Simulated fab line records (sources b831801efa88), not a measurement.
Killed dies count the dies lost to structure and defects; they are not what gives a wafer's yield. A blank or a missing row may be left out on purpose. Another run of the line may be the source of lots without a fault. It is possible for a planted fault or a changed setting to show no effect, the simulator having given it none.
What tool caused it?    flow gf180mcu    12 lots, 36 wafers sampled, at 5 steps of a route of 602

## WHAT THE GAUGES READ, wafer by wafer
GF_NSD_OVL_MEAS_08.
lot   measured      on          NSD_OVL (nm)
L151  day 13 05:36  overlay-02  -4.5 -2.8 -3.6
L152  day 13 12:51  overlay-02  -0.9 -2.0 -2.4
L158  day 15 23:31  overlay-01  -1.7 0.4 0.1
L160  day 16 15:56  overlay-02  -1.0 -0.9 -1.2
L164  day 17 18:19  overlay-01  2.4 2.1 3.0
L165  day 18 07:56  overlay-01  -0.2 0.3 0.1
L167  day 19 05:55  overlay-02  -1.3 -1.8 -1.1
L168  day 19 08:30  overlay-01  -2.0 -0.7 -2.9
L169  day 19 15:01  overlay-02  0.4 0.0 0.8
L170  day 19 23:34  overlay-02  -0.9 -1.6 -1.4
L173  day 20 23:14  overlay-02  -2.2 -2.2 -1.0
L174  day 21 05:17  overlay-01  -1.5 -2.6 -2.6

GF_PSD_RS_MEAS_14: the measuring method here is four-point-probe.
lot   measured      on             NSD_RS (ohm/sq)
L151  day 14 02:34  film_metro-01  46.55 46.58 46.62
L152  day 14 09:53  film_metro-02  46.81 46.79 46.73
L158  day 16 22:46  film_metro-04  47.15 47.06 47.10
L160  day 17 15:18  film_metro-02  47.10 47.16 47.13
L164  day 18 19:22  film_metro-01  46.56 46.53 46.61
L165  day 19 08:34  film_metro-04  46.53 46.49 46.46
L167  day 20 07:08  film_metro-01  46.43 46.45 46.58
L168  day 20 08:53  film_metro-04  46.66 46.64 46.63
L169  day 20 15:49  film_metro-04  46.67 46.62 46.58
L170  day 21 01:16  film_metro-02  46.70 46.73 46.71
L173  day 21 23:35  film_metro-04  46.45 46.55 46.53
L174  day 22 06:07  film_metro-01  46.75 46.46 46.64

## WHAT TOOL EACH LOT RAN ON (gives the tool, then ch and the chambers of the sampled wafers, and finally the start)
lot   GF_HV_LDD_STRIP_10                    GF_HV_LDD_STRIP_22                    GF_NSD_IMPLANT_10
L151  plasma_asher-02 ch 0,1, day 9 21:35   plasma_asher-02 ch 0,1, day 10 15:27  implanter-03 ch 0, day 13 05:47
L152  plasma_asher-02 ch 0,1, day 10 05:39  plasma_asher-01 ch 0,1, day 10 23:36  implanter-03 ch 0, day 13 13:02
L158  plasma_asher-03 ch 0,1, day 12 06:32  plasma_asher-02 ch 0,1, day 13 02:37  implanter-04 ch 0, day 15 23:44
L160  plasma_asher-03 ch 0,1, day 12 23:44  plasma_asher-01 ch 0,1, day 13 19:42  implanter-04 ch 0, day 16 16:09
L164  plasma_asher-02 ch 0,1, day 13 22:10  plasma_asher-02 ch 0,1, day 14 18:37  implanter-02 ch 0, day 17 18:32
L165  plasma_asher-03 ch 1, day 14 11:08    plasma_asher-03 ch 1, day 15 07:57    implanter-02 ch 0, day 18 08:07
L167  plasma_asher-01 ch 0,1, day 15 05:59  plasma_asher-02 ch 0,1, day 16 04:04  implanter-02 ch 0, day 19 06:10
L168  plasma_asher-02 ch 0,1, day 15 07:14  plasma_asher-02 ch 0,1, day 16 05:30  implanter-03 ch 0, day 19 08:41
L169  plasma_asher-01 ch 0,1, day 15 13:47  plasma_asher-02 ch 0, day 16 12:11    implanter-04 ch 0, day 19 15:12
L170  plasma_asher-03 ch 0,1, day 15 22:04  plasma_asher-01 ch 0,1, day 16 20:14  implanter-04 ch 0, day 19 23:47
L173  plasma_asher-02 ch 0, day 16 20:20    plasma_asher-02 ch 0,1, day 17 19:41  implanter-03 ch 0, day 20 23:27
L174  plasma_asher-02 ch 0,1, day 17 02:26  plasma_asher-01 ch 0,1, day 18 02:05  implanter-04 ch 0, day 21 05:28
- GF_HV_LDD_STRIP_10: strips in O2/N2.
- GF_HV_LDD_STRIP_22: strips in O2/N2.
- GF_NSD_IMPLANT_10

## WHAT THE TOOLS THEMSELVES READ (means of the sampled wafers that have a number; where no wafer has one, the mark that the record gives instead)
GF_HV_LDD_STRIP_10.
lot   tool             drypump_motor_current_A (A)  heater_power_w (W)  oes_product_au (a.u.)  strip_time_to_endpoint_s (s)
L151  plasma_asher-02  6.1                          336                 0.718                  12.64
L152  plasma_asher-02  6.2                          360                 0.718                  12.63
L158  plasma_asher-03  5.0                          298                 0.720                  12.61
L160  plasma_asher-03  5.0                          297                 0.717                  12.61
L164  plasma_asher-02  6.1                          338                 0.714                  12.67
L165  plasma_asher-03  5.0                          303                 0.717                  12.65
L167  plasma_asher-01  6.0                          358                 0.719                  12.66
L168  plasma_asher-02  6.2                          355                 0.718                  12.67
L169  plasma_asher-01  6.0                          355                 0.723                  12.68
L170  plasma_asher-03  5.0                          299                 0.715                  12.58
L173  plasma_asher-02  6.3                          369                 0.714                  12.62
L174  plasma_asher-02  6.2                          352                 0.715                  12.67

GF_HV_LDD_STRIP_22.
lot   tool             drypump_motor_current_A (A)  heater_power_w (W)  oes_product_au (a.u.)  strip_time_to_endpoint_s (s)
L151  plasma_asher-02  6.1                          336                 0.719                  12.53
L152  plasma_asher-01  6.0                          362                 0.721                  12.58
L158  plasma_asher-02  6.1                          335                 0.718                  12.56
L160  plasma_asher-01  6.0                          361                 0.716                  12.57
L164  plasma_asher-02  6.1                          335                 0.716                  12.59
L165  plasma_asher-03  5.0                          302                 0.717                  12.56
L167  plasma_asher-02  6.2                          349                 0.716                  12.60
L168  plasma_asher-02  6.1                          335                 0.717                  12.52
L169  plasma_asher-02  6.3                          375                 0.712                  12.56
L170  plasma_asher-01  6.4                          343                 0.717                  12.51
L173  plasma_asher-02  6.1                          333                 0.717                  12.57
L174  plasma_asher-01  6.4                          339                 0.718                  12.51

GF_NSD_IMPLANT_10.
lot   tool          end_station_pressure_torr (Torr)  faraday_current_uA  tilt_deg (degrees)
L151  implanter-03  7.1e-06                           2839                6.996
L152  implanter-03  7.3e-06                           2793                6.985
L158  implanter-04  7.4e-06                           2801                8.823
L160  implanter-04  7.1e-06                           2746                8.826
L164  implanter-02  7.1e-06                           2782                7.001
L165  implanter-02  7.4e-06                           2759                7.045
L167  implanter-02  7.4e-06                           2780                6.988
L168  implanter-03  7.0e-06                           2807                7.000
L169  implanter-04  7.3e-06                           2762                7.025
L170  implanter-04  7.4e-06                           2755                7.004
L173  implanter-03  7.5e-06                           2757                7.003
L174  implanter-04  7.6e-06                           2753                6.997

## THE ANSWER, worked out from the rows above alone
Rule: the lots themselves supply what counts as usual. Put in order of their means at a reading, lots are off if they are a third of the lots or fewer, leave a main group of 4 or more, and stand apart from it by a gap of 3 or more times the standard deviation of the main group's means; of several such gaps the widest counts. A main group whose means are all the same, to the digits that the tables above print for the reading, isn't used. A lot without any number at a reading at which 4 lots or more have one is off too. Where the step has rows for the other lots, those lots are counted as sound. After the gauges, taken in route order, come the tools' own readings; for these a lot's mean is taken, as printed above. The first step at which some lot is off is used, and at that step the reading that is off furthest; a lot without a number counts as furthest.
Off: L158, L160, at GF_PSD_RS_MEAS_14 (NSD_RS). Mean 46.60 ohm/sq and standard deviation 0.09 in the main group.
If a tool, at a process step before that reading, ran all the lots that are off and no sound lot after the first of them, it fits. The gauges at GF_PSD_RS_MEAS_14 aren't tried: what is off there is off at GF_HV_LDD_STRIP_10 too, on other tools, and a gauge's error can't cause that. Not one of the candidates tried fits.

## WHAT THE SIMULATOR HAD PUT IN
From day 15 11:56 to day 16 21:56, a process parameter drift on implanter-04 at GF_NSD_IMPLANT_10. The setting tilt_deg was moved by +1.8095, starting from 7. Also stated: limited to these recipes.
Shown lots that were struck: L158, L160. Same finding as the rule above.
